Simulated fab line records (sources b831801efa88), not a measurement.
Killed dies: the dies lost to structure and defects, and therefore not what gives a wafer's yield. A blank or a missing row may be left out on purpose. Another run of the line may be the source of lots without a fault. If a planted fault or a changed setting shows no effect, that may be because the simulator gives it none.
fab line records	flow sky130
record lots=12	wafers=36	lastDay=50
route steps=708 shown NWELL@76 VT_ADJUST_LVTN@115 SONOS_ONO@185 PAD_OPEN@708
lots with no fault: from the same line, run without faults
startH: hours from the record's opening day to when the first of the lot's shown wafers began	waitH: hours since the lot's step before	" same as the row above	L1.1+2: several wafers, shown together as one row	- no value, or no start was given	* or withheld: withheld	< > ~ a bound
route shown NAME@n: NAME is a module with steps in the file, n the number in the route of the first one	usual: mean and standard deviation over wafers with no fault	same: alike in all rows	chamber/n: place in a boat	sites: each site's reading	_std_site: how widely they spread, as a standard deviation	_edge_site: mean of outer sites minus mean of inner sites	radiusMm: how far each site lies from the wafer's centre	mask NAME#n: copy n	behind: the most recent tool/chamber to have shaped the wafer	hold: reason for holding the lot/hours on hold/outcome of the hold	device: names the non-switching transistor (n, p or np)	end of line: the route-end tests of the same wafers	step lacking rows: just its recipe	killed: the dies lost at the first sort to structure and to defects; this is not the yield of the wafer	map: dies across one wafer; x = killed, . = not, _ = none there
set.NAME: the setting the step ran with; set.NAME@STEP: the setting that earlier step ran with	model.NAME: the simulator's own value behind a step, which no gauge read
route steps across a sampled set of lots; one table per step, one row per wafer
services: when a tool's chamber went out of use (startH, in hours from the record's first day, below 0 if earlier), for how many hours, and the reason
## steps
# step SKY_NWELL_OVL_MEAS_23
# usual NWELL_01_OVL=-0.2/1.6
lot.wafer	tool	chamber	startH	waitH	NWELL_01_OVL[nm]
L762.1	overlay-01	-	108.65	-	-1.9
L762.4	"	-	"	"	-2.5
L762.5	"	-	"	"	-3.6
L763.1	overlay-02	-	117.49	-	2.3
L763.3	"	-	"	"	2.6
L763.5	"	-	"	"	-1.6
L769.1	overlay-01	-	153.25	-	0.6
L769.3	"	-	"	"	-0.5
L769.5	"	-	"	"	1.7
L770.1	overlay-02	-	155.59	-	-2.4
L770.5	"	-	"	"	-0.5
L770.6	"	-	"	"	0.2
L771.1	overlay-01	-	163.04	-	2.2
L771.3	"	-	"	"	-0.3
L771.5	"	-	"	"	0.3
L772.1	overlay-02	-	169.39	-	0.7
L772.3	"	-	"	"	-0.2
L772.4	"	-	"	"	1.9
L773.1	overlay-02	-	174.44	-	-1.8
L773.2	"	-	"	"	-0.1
L773.6	"	-	"	"	-0.1
L778.2	overlay-02	-	220.45	-	0.6
L778.4	"	-	"	"	0.6
L778.5	"	-	"	"	0.6
L779.2	overlay-01	-	221.74	-	-2.2
L779.5	"	-	"	"	-1.1
L779.6	"	-	"	"	-0.6
L781.2	overlay-02	-	227.35	-	-0.3
L781.3	"	-	"	"	-0.8
L781.5	"	-	"	"	1.1
L782.1	overlay-01	-	234.95	-	-1.8
L782.2	"	-	"	"	-3.8
L782.3	"	-	"	"	-2.5
L784.1	overlay-02	-	244.99	-	-2.1
L784.2	"	-	"	"	-2.3
L784.4	"	-	"	"	0.9
# step SKY_NWELL_STRIP_25
# recipe chemistry=O2/N2	powerW=1400	pressureMtorr=1500	platenTempC=withheld	o2FlowSccm=3000	n2FlowSccm=300	overashFraction=0.5
# usual chamberPressureMTorr=1500.0/1.2	drypumpMotorCurrentA=5.54/0.22	oesProductAu=0.723/0.0045	stripTimeToEndpointS=36.92/0.098
lot.wafer	tool	chamber	startH	waitH	chamberPressureMTorr	drypumpMotorCurrentA	oesProductAu	rfHoursCounterH	stripTimeToEndpointS
L762.1	plasmaAsher-02	0	108.83	0.1	1499.4	5.68	0.717	30	36.79
L762.4	"	0	"	"	1501.4	5.71	0.720	-	36.88
L762.5	"	0	"	"	1498.3	5.69	0.716	-	36.87
L763.1	plasmaAsher-02	1	117.67	0.1	1500.5	5.44	0.721	31	36.89
L763.3	"	1	"	"	1499.1	5.46	0.717	-	36.95
L763.5	"	1	"	"	1501.4	5.47	0.726	-	36.97
L769.1	plasmaAsher-02	0	153.43	0.1	1498.0	5.73	0.724	34	36.77
L769.3	"	1	"	"	1497.9	5.47	0.721	-	36.79
L769.5	"	0	"	"	1498.8	5.71	0.727	-	37.00
L770.1	plasmaAsher-02	1	155.77	0.1	1499.3	5.43	0.725	34	36.97
L770.5	"	0	"	"	1500.5	5.73	0.723	-	36.97
L770.6	"	1	"	"	1497.6	5.47	0.720	-	36.94
L771.1	plasmaAsher-04	1	163.22	0.1	1498.6	5.73	0.722	51	36.88
L771.3	"	0	"	"	1500.1	5.14	0.722	-	37.03
L771.5	"	1	"	"	1499.4	5.71	0.722	-	36.90
L772.1	plasmaAsher-02	0	169.57	0.1	1499.7	5.70	0.714	35	36.93
L772.3	"	0	"	"	1501.0	5.70	0.732	-	36.99
L772.4	"	1	"	"	1499.8	5.43	0.726	-	36.86
L773.1	plasmaAsher-02	1	174.64	0.1	1500.1	5.42	0.719	36	37.04
L773.2	"	0	"	"	1500.1	5.71	0.724	36	37.02
L773.6	"	1	"	"	1501.1	5.43	0.719	-	37.03
L778.2	plasmaAsher-04	1	220.63	0.1	1500.2	5.71	0.724	57	36.80
L778.4	"	0	"	"	1499.6	5.12	0.725	-	36.68
L778.5	"	0	"	"	1499.9	5.15	0.727	-	36.67
L779.2	plasmaAsher-04	0	221.92	0.1	1502.5	5.14	0.725	57	36.84
L779.5	"	1	"	"	1501.0	5.69	0.725	-	36.86
L779.6	"	0	"	"	1499.2	5.11	0.718	-	36.81
L781.2	plasmaAsher-04	0	227.53	0.1	1499.4	5.12	0.714	57	36.94
L781.3	"	0	"	"	1499.0	5.12	0.727	-	37.00
L781.5	"	1	"	"	1499.6	5.75	0.726	-	37.11
L782.1	plasmaAsher-04	0	235.13	0.1	1499.8	5.12	0.730	58	37.04
L782.2	"	1	"	"	1499.5	5.73	0.729	58	37.05
L782.3	"	1	"	"	1498.6	5.72	0.719	-	36.98
L784.1	plasmaAsher-02	1	245.17	0.1	1500.6	5.47	0.721	43	37.21
L784.2	"	0	"	"	1499.4	5.74	0.724	43	37.06
L784.4	"	0	"	"	1498.5	5.74	0.726	-	37.09
# step SKY_VT_ADJUST_LVTN_OVL_MEAS_18
# usual VT_ADJUST_LVTN_01_OVL=-0.5/1.2
lot.wafer	tool	chamber	startH	waitH	VT_ADJUST_LVTN_01_OVL[nm]
L762.1	overlay-01	-	165.01	0.1	-0.2
L762.4	"	-	"	"	0.3
L762.5	"	-	"	"	-1.5
L763.1	overlay-01	-	176.80	0.1	-0.7
L763.3	"	-	"	"	0.7
L763.5	"	-	"	"	0.4
L769.1	overlay-01	-	217.01	0.1	-1.5
L769.3	"	-	"	"	-1.4
L769.5	"	-	"	"	-0.8
L770.1	overlay-02	-	220.11	0.1	1.2
L770.5	"	-	"	"	-1.0
L770.6	"	-	"	"	-0.8
L771.1	overlay-02	-	227.65	0.1	0.2
L771.3	"	-	"	"	0.7
L771.5	"	-	"	"	0.7
L772.1	overlay-02	-	235.21	0.1	0.5
L772.3	"	-	"	"	-0.9
L772.4	"	-	"	"	-0.3
L773.1	overlay-02	-	240.25	0.1	-1.8
L773.2	"	-	"	"	-0.8
L773.6	"	-	"	"	-1.2
L778.2	overlay-02	-	291.62	0.1	0.6
L778.4	"	-	"	"	-0.2
L778.5	"	-	"	"	-0.9
L779.2	overlay-02	-	293.35	0.1	-0.3
L779.5	"	-	"	"	-0.8
L779.6	"	-	"	"	0.5
L781.2	overlay-01	-	301.14	0.1	-1.3
L781.3	"	-	"	"	-1.0
L781.5	"	-	"	"	-0.7
L782.1	overlay-02	-	310.00	0.1	-1.7
L782.2	"	-	"	"	-1.1
L782.3	"	-	"	"	0.4
L784.1	overlay-01	-	320.71	0.1	-1.2
L784.2	"	-	"	"	-2.1
L784.4	"	-	"	"	-0.4
# step SKY_SONOS_ONO_STRIP_17
# recipe chemistry=O2/N2	powerW=1400	pressureMtorr=1500	platenTempC=withheld	o2FlowSccm=3000	n2FlowSccm=300	overashFraction=0.5
# usual chamberPressureMTorr=1500.0/1.3	drypumpMotorCurrentA=5.6/0.46	oesProductAu=0.710/0.0047	stripTimeToEndpointS=14.13/0.038
lot.wafer	tool	chamber	startH	waitH	chamberPressureMTorr	drypumpMotorCurrentA	oesProductAu	rfHoursCounterH	stripTimeToEndpointS
L762.1	plasmaAsher-01	1	281.91	0.0	1500.3	5.5	0.716	17	14.14
L762.4	"	1	"	"	1501.3	5.5	0.719	-	14.16
L762.5	"	0	"	"	1499.7	5.8	0.710	-	14.21
L763.1	plasmaAsher-01	0	297.23	0.0	1502.7	5.8	0.716	19	14.15
L763.3	"	0	"	"	1503.8	5.8	0.701	-	14.13
L763.5	"	1	"	"	1501.5	5.5	0.715	-	14.18
L769.1	plasmaAsher-03	0	345.73	0.0	1500.0	6.5	0.700	63	14.13
L769.3	"	1	"	"	1498.7	5.0	0.710	-	14.11
L769.5	"	1	"	"	1500.7	5.0	0.711	-	14.15
L770.1	plasmaAsher-03	0	348.26	0.0	1499.5	6.5	0.707	63	14.13
L770.5	"	1	"	"	1500.5	5.0	0.710	-	14.11
L770.6	"	0	"	"	1499.4	6.5	0.710	-	14.10
L771.1	plasmaAsher-04	0	362.36	0.0	-	-	-	-	-
L771.3	"	0	"	"	-	-	-	-	-
L771.5	"	0	"	"	-	-	-	-	-
L772.1	plasmaAsher-03	0	373.45	0.0	-	-	-	-	-
L772.3	"	1	"	"	-	-	-	-	-
L772.4	"	0	"	"	-	-	-	-	-
L773.1	plasmaAsher-01	1	379.20	0.0	-	-	-	-	-
L773.2	"	0	"	"	-	-	-	-	-
L773.6	"	0	"	"	-	-	-	-	-
L779.2	plasmaAsher-01	0	439.33	0.0	1501.0	5.8	0.703	34	14.17
L779.5	"	0	"	"	1499.7	5.8	0.712	-	14.17
L779.6	"	1	"	"	1499.0	5.5	0.717	-	14.14
L778.2	plasmaAsher-04	0	439.63	0.0	1496.3	5.1	0.710	75	14.15
L778.4	"	0	"	"	1498.4	5.1	0.711	-	14.10
L778.5	"	1	"	"	1500.1	5.7	0.708	-	14.15
L781.2	plasmaAsher-01	0	451.32	0.0	1501.4	5.8	0.710	34	14.12
L781.3	"	1	"	"	1500.5	5.5	0.706	-	14.09
L781.5	"	1	"	"	1500.2	5.5	0.703	-	14.12
L782.1	plasmaAsher-04	0	459.01	0.0	1498.8	5.1	0.713	77	14.10
L782.2	"	1	"	"	1500.6	5.7	0.720	77	14.15
L782.3	"	1	"	"	1499.5	5.7	0.698	-	14.15
L784.1	plasmaAsher-01	1	468.87	0.0	1500.1	5.5	0.701	37	14.13
L784.2	"	0	"	"	1499.2	5.8	0.713	37	14.15
L784.4	"	0	"	"	1498.6	5.8	0.712	-	14.08
# step SKY_PAD_OPEN_PROBE_99
# usual killed_at_M0_to_M3=44/6.9	killed_at_M4_up=3.3/1.8	killedAtContacts=24/5	killedAtFrontEnd=16/4.6	killedAtOther=0.2/0.42	killedDies=88/9.2	killedOnRim=17/3.5	killedOpen=48/7.3	killedShort=40/6.5
# same grossDies=492	killedAtBackSide=0
lot.wafer	tool	chamber	startH	waitH	killed_at_M0_to_M3	killed_at_M4_up	killedAtContacts	killedAtFrontEnd	killedAtOther	killedDies	killedOnRim	killedOpen	killedShort
L771.1	prober-01	-	1133.79	0.1	46	8	28	410	0	492	96	46	43
L771.3	prober-01	-	1133.89	0.2	46	7	25	414	0	492	96	63	30
L771.5	prober-01	-	1133.99	0.2	50	5	29	408	0	492	96	61	40
L772.1	prober-02	-	1141.62	0.1	44	3	20	425	0	492	96	41	39
L772.3	prober-02	-	1141.72	0.2	46	3	25	418	0	492	96	54	42
L772.4	prober-02	-	1141.77	0.2	38	3	24	427	0	492	96	47	36
L773.1	prober-01	-	1147.82	0.1	41	2	16	432	1	492	96	46	27
L773.2	prober-01	-	1147.87	0.1	37	8	30	417	0	492	96	65	29
L773.6	prober-01	-	1148.07	0.2	38	5	29	420	0	492	96	56	36
L778.2	prober-01	-	1186.03	0.1	50	2	26	12	1	91	22	42	48
L778.4	prober-01	-	1186.13	0.2	47	3	32	11	1	94	22	43	50
L778.5	prober-01	-	1186.18	0.2	45	2	20	14	0	81	19	43	38
L784.1	prober-02	-	1198.14	0.1	35	6	27	16	0	84	15	54	30
L784.2	prober-02	-	1198.19	0.1	42	2	36	11	1	92	15	51	40
L784.4	prober-02	-	1198.29	0.2	50	2	29	13	0	94	18	53	41
# killed by level:class
L771.1 GATE_OXIDE:areaOxidation=403 VIA3:geometricParticle:open=11 VIA1:geometricParticle:open=11 CONTACT:geometricParticle:open=8 METAL2:geometricParticle:short=7 METAL4:geometricParticle:short=7 LI_CONTACT:geometricParticle:open=6 LOCAL_INTERCONNECT:geometricParticle:short=6
L771.3 GATE_OXIDE:areaOxidation=399 VIA1:geometricParticle:open=18 LI_CONTACT:geometricParticle:open=11 VIA3:geometricParticle:open=7 CONTACT:geometricParticle:open=6 POLY_GATE:geometricParticle:open=5 METAL2:geometricParticle:short=5 VIA2:geometricParticle:open=5
L771.5 GATE_OXIDE:areaOxidation=391 CONTACT:geometricParticle:open=15 VIA3:geometricParticle:open=11 FIELD_ISO:geometricParticle:open=8 VIA1:geometricParticle:open=8 LI_CONTACT:geometricParticle:open=6 LOCAL_INTERCONNECT:geometricParticle:short=6 METAL1:geometricParticle:short=5
L772.1 GATE_OXIDE:areaOxidation=412 VIA2:geometricParticle:open=12 VIA1:geometricParticle:short=7 CONTACT:geometricParticle:open=6 VIA1:geometricParticle:open=6 METAL1:geometricParticle:short=6 LOCAL_INTERCONNECT:geometricParticle:short=5 VIA3:geometricParticle:open=5
L772.3 GATE_OXIDE:areaOxidation=396 VIA1:geometricParticle:open=11 CONTACT:geometricParticle:open=10 FIELD_ISO:geometricParticle:open=9 VIA2:geometricParticle:short=8 FIELD_ISO:geometricParticle:short=6 VIA2:geometricParticle:open=6 VIA3:geometricParticle:open=6
L772.4 GATE_OXIDE:areaOxidation=409 CONTACT:geometricParticle:open=13 METAL2:geometricParticle:short=8 FIELD_ISO:geometricParticle:open=6 VIA1:geometricParticle:short=6 VIA3:geometricParticle:open=6 FIELD_ISO:geometricParticle:short=4 LI_CONTACT:geometricParticle:open=4
L773.1 GATE_OXIDE:areaOxidation=419 VIA1:geometricParticle:open=13 CONTACT:geometricParticle:open=11 VIA3:geometricParticle:open=5 FIELD_ISO:geometricParticle:open=4 METAL1:geometricParticle:short=4 VIA2:geometricParticle:open=4 METAL3:geometricParticle:short=4
L773.2 GATE_OXIDE:areaOxidation=398 VIA1:geometricParticle:open=13 CONTACT:geometricParticle:open=10 LI_CONTACT:geometricParticle:open=9 VIA2:geometricParticle:open=8 FIELD_ISO:geometricParticle:open=6 VIA3:geometricParticle:open=6 METAL4:geometricParticle:short=5
L773.6 GATE_OXIDE:areaOxidation=400 VIA1:geometricParticle:open=16 CONTACT:geometricParticle:open=14 LI_CONTACT:geometricParticle:open=8 POLY_GATE:geometricParticle:short=6 FIELD_ISO:geometricParticle:short=5 VIA2:geometricParticle:short=5 VIA2:geometricParticle:open=4
L778.2 METAL1:geometricParticle:short=10 CONTACT:geometricParticle:open=9 VIA1:geometricParticle:open=8 LI_CONTACT:geometricParticle:open=7 METAL2:geometricParticle:short=7 VIA3:geometricParticle:open=7 VIA1:geometricParticle:short=6 LOCAL_INTERCONNECT:geometricParticle:short=5
L778.4 CONTACT:geometricParticle:open=10 VIA2:geometricParticle:open=8 LI_CONTACT:geometricParticle:open=6 LOCAL_INTERCONNECT:geometricParticle:short=6 CONTACT:geometricParticle:short=6 VIA1:geometricParticle:open=6 POLY_GATE:geometricParticle:short=5 METAL1:geometricParticle:short=5
L778.5 CONTACT:geometricParticle:open=7 VIA1:geometricParticle:open=7 VIA3:geometricParticle:open=7 POLY_GATE:geometricParticle:open=6 VIA2:geometricParticle:open=6 METAL1:geometricParticle:short=5 CONTACT:geometricParticle:short=5 VIA1:geometricParticle:short=5
L784.1 CONTACT:geometricParticle:open=15 POLY_GATE:geometricParticle:open=8 VIA1:geometricParticle:open=8 VIA2:geometricParticle:open=7 VIA3:geometricParticle:open=7 METAL4:geometricParticle:short=6 LI_CONTACT:geometricParticle:open=4 LOCAL_INTERCONNECT:geometricParticle:short=4
L784.2 CONTACT:geometricParticle:open=16 VIA1:geometricParticle:open=8 LOCAL_INTERCONNECT:geometricParticle:short=7 CONTACT:geometricParticle:short=7 METAL1:geometricParticle:short=6 VIA2:geometricParticle:open=6 VIA3:geometricParticle:open=6 FIELD_ISO:geometricParticle:short=4
L784.4 VIA1:geometricParticle:open=14 CONTACT:geometricParticle:open=13 VIA1:geometricParticle:short=8 LI_CONTACT:geometricParticle:open=6 METAL1:geometricParticle:short=6 VIA2:geometricParticle:open=6 FIELD_ISO:geometricParticle:open=5 CONTACT:geometricParticle:short=5
## services
tool	chamber	startH	hours	kind
plasmaAsher-01	-	108.75	9.0	pm
plasmaAsher-01	0	108.75	9.0	ventCycle
plasmaAsher-01	1	108.75	9.0	ventCycle
plasmaAsher-01	0	117.75	-	clean
plasmaAsher-01	1	117.75	-	clean
plasmaAsher-02	-	120.56	6.3	repair
plasmaAsher-03	-	126.28	1.9	repair
plasmaAsher-01	-	135.47	1.9	repair
plasmaAsher-03	-	141.47	4.1	repair
plasmaAsher-04	-	179.45	3.2	repair
plasmaAsher-04	-	188.82	1.0	repair
plasmaAsher-03	-	248.73	0.6	repair
plasmaAsher-04	-	255.45	0.8	repair
plasmaAsher-04	-	277.09	31.9	repair
plasmaAsher-01	-	363.88	1.3	repair
plasmaAsher-03	-	398.08	4.0	repair
plasmaAsher-03	-	421.25	9.0	pm
plasmaAsher-03	0	421.25	9.0	ventCycle
plasmaAsher-03	1	421.25	9.0	ventCycle
plasmaAsher-03	0	430.25	-	clean
plasmaAsher-03	1	430.25	-	clean
plasmaAsher-04	-	466.99	4.4	repair
## key
firstSign step=SKY_SONOS_ONO_STRIP_17	reading=toolRecord	direction=missing
effect step=SKY_PAD_OPEN_PROBE_99	reading=killedAtFrontEnd	direction=up	sigmas=88	usual=16	struck=419
moreKillsBornAt SKY_GATE_OXIDE_OXIDATION_01@furnace-02=2410	SKY_GATE_OXIDE_OXIDATION_01@furnace-01=1217
metAt SKY_SONOS_ONO_STRIP_17
struckLots L771,L772,L773
laterRowsLeftOut L771.1,L771.3,L771.5,L772.1,L772.3,L772.4,L773.1,L773.2,L773.6
testerLeftOut L771,L772,L773
notActingAt SKY_NWELL_OVL_MEAS_23,SKY_NWELL_STRIP_25,SKY_VT_ADJUST_LVTN_OVL_MEAS_18
onsetBetween 348.26 362.36
fault kind=skippedStepWhole	tool=plasmaAsher-01,plasmaAsher-03,plasmaAsher-04	chamber=-	onsetH=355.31	steps=SKY_SONOS_ONO_STRIP_17	scope=struckLotsOnly
# testerLeftOut: of these lots the tester's yield and bins aren't shown, on N5 and GAA mostly nor the transistor test; their killed dies are dies lost to structure and defects alone, not to doping, threshold or leakage, so they don't give the yield
# laterRowsLeftOut: the simulator's readings of these wafers behind a module that went badly wrong aren't trusted and aren't shown, but for the sort
